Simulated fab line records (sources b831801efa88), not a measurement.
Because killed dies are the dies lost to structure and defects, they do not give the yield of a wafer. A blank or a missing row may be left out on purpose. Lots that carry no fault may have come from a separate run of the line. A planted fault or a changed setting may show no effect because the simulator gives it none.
One fault through the eyes of 2 desks	flow sky130	numbers are kept per desk, each desk with only its own; the story behind them comes last

AT THE METROLOGY DESK
Lot by lot, what the gauges showed, no matter which tool ran the lot: averages of those sampled wafers that carry a number. The brackets show how far a lot's mean lies from the usual mean; more than 4 standard deviations puts the lot out of limits, marked OUT.
Columns: A = VT_ADJUST_NCORE_OVL at SKY_VT_ADJUST_NCORE_OVL_MEAS_08, usual -1.3 nm; B = LDD_P_TW at SKY_LDD_P_TW_MEAS_11, usual 640
lot	first seen here	A	B
L415	day 8 18:15	0.3	630
L416	day 9 01:17	-0.8	632
L419	day 10 02:20	-1.9	643
L423	day 11 04:48	-1.3	628
L424	day 11 06:59	-1.9	627
L427	day 12 22:50	-1.8	643
L429	day 13 07:32	0.1	635
L430	day 13 10:05	-3.4	644
L433	day 14 02:14	0.1	634
L434	day 14 13:00	-0.7	639
L435	day 14 18:29	-1.0	639
This desk's verdict: no lot among the 11 shows anything out of limits.

THE TOOL OWNER'S DESK: implanter-02
For each lot that ran on this tool, the mean over its sampled wafers that have a number, from the tool's own readings at SKY_LDD_P_IMPLANT_09. The brackets show how far a lot's mean lies from the usual mean; more than 4 standard deviations puts the lot out of limits, marked OUT.
Columns: A = endStationPressureTorr at SKY_LDD_P_IMPLANT_09, usual 5.04e-06 Torr
lot	first seen here	A
L416	day 19 15:14	4.92e-06
L424	day 22 12:50	4.93e-06
L423	day 22 14:05	4.80e-06
L429	day 25 02:40	5.18e-06
L430	day 25 08:56	5.20e-06
L433	day 25 19:11	5.07e-06
L434	day 26 06:52	5.24e-06
This desk's verdict: no lot among the 7 shows anything out of limits.

PUT TOGETHER
Nothing out of limits was seen by the metrology desk.
Nothing out of limits was seen by the tool owner's desk.

WHAT HAD BEEN PUT IN BY THE SIMULATOR
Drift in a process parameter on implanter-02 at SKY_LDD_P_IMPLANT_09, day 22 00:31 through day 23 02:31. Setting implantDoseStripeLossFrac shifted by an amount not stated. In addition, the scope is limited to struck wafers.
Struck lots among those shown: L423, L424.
